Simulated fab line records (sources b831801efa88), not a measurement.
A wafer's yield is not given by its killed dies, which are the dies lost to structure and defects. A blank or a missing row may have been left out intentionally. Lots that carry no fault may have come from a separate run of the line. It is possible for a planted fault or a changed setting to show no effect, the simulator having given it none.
Code-filled problem report in 8D (eight disciplines) form / flow gf180mcu / the parts of the form that need people (team, actions taken, sign-off) are left out

1. THE PROBLEM
Mean of heater-power-total-W at GF_MVPSD_DEHYDRATE_00: 166.01 W across 9 wafers in 3 lots; on wafers with no fault it is 160.38 W (standard deviation 0.12). Measured from the usual mean, that is +47 standard deviations.
The step: time 60 s.
First observed at day 8 08:46: wafer L597.3, on litho-track-03. Wafers with a number at this step in the record: 41, from 14 lots. By rule, "out" or "out of limits" means more than 4 standard deviations away from the usual mean. All remaining wafers that have a number are taken as sound.

2. WHAT IT IS, WHAT IT ISN'T
question=which readings at this step | is=heater-power-total-W, plate-temp-C | is not=-
question=which lots | is=L597, L599, L600 | is not=L583, L584, L586, L587, L588, L589, L591, L592, L593, L603, L605
question=which wafers of those lots | is=all that have a number | is not=-
question=read on which tools | is=litho-track-03 | is not=litho-track-02, litho-track-04
question=when | is=from day 8 08:46 | is not=up to then (26 sound wafers); but 6 sound wafers of L603, L605 came after

3. SUSPECTS, AND WHAT RULES EACH OUT
Counting: a tool at a process step up to the reading stays a suspect if it ran every lot that is out and no sound lot after the first of them.
- litho-track-03 at GF_MVPSD_DEHYDRATE_00 (time 60 s): kept. All lots that are out passed through it, beginning with L597 at day 8 08:46, and no sound lot followed; its final sound lot before that point was L592 at day 7 03:10. Out on those wafers are its own readings of heater-power-total-W, plate-temp-C.
The count leaves litho-track-03 at GF_MVPSD_DEHYDRATE_00.

4. THE CAUSE (what the simulator had put in)
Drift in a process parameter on litho-track-03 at GF_MVPSD_DEHYDRATE_00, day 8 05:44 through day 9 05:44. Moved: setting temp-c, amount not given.
Only this tool survived the counting.

5. THE EFFECT CHAIN, in route order
Rows list readings where the struck wafers' mean (over those with a number) sits beyond 3 standard deviations from the usual. Scope: only readings with a usual standard deviation given in the record; hours: median across lots of the time from each lot's start at the first step in this table that gives one to its start at this step; sigmas: change in usual standard deviations.
hours=0; step=GF_MVPSD_DEHYDRATE_00; reading=heater-power-total-W; usual=160.38 W; on struck wafers=166.01; change=+5.63; sigmas=+47
hours=0; step=GF_MVPSD_DEHYDRATE_00; reading=plate-temp-C; usual=200.02 C; on struck wafers=205.55; change=+5.53; sigmas=+33
Its process steps:
- GF_MVPSD_DEHYDRATE_00: time 60 s.
Later measuring or inspecting steps at which every struck wafer that the step has a row for has a number for every such reading, and none has moved that far: GF_MVPSD_OVL_MEAS_07.

6. HOW IT WOULD HAVE BEEN CAUGHT EARLIER
3 hours passed between the start of the fault at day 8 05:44 and the first reading out of limits in this record, taken at day 8 08:46.
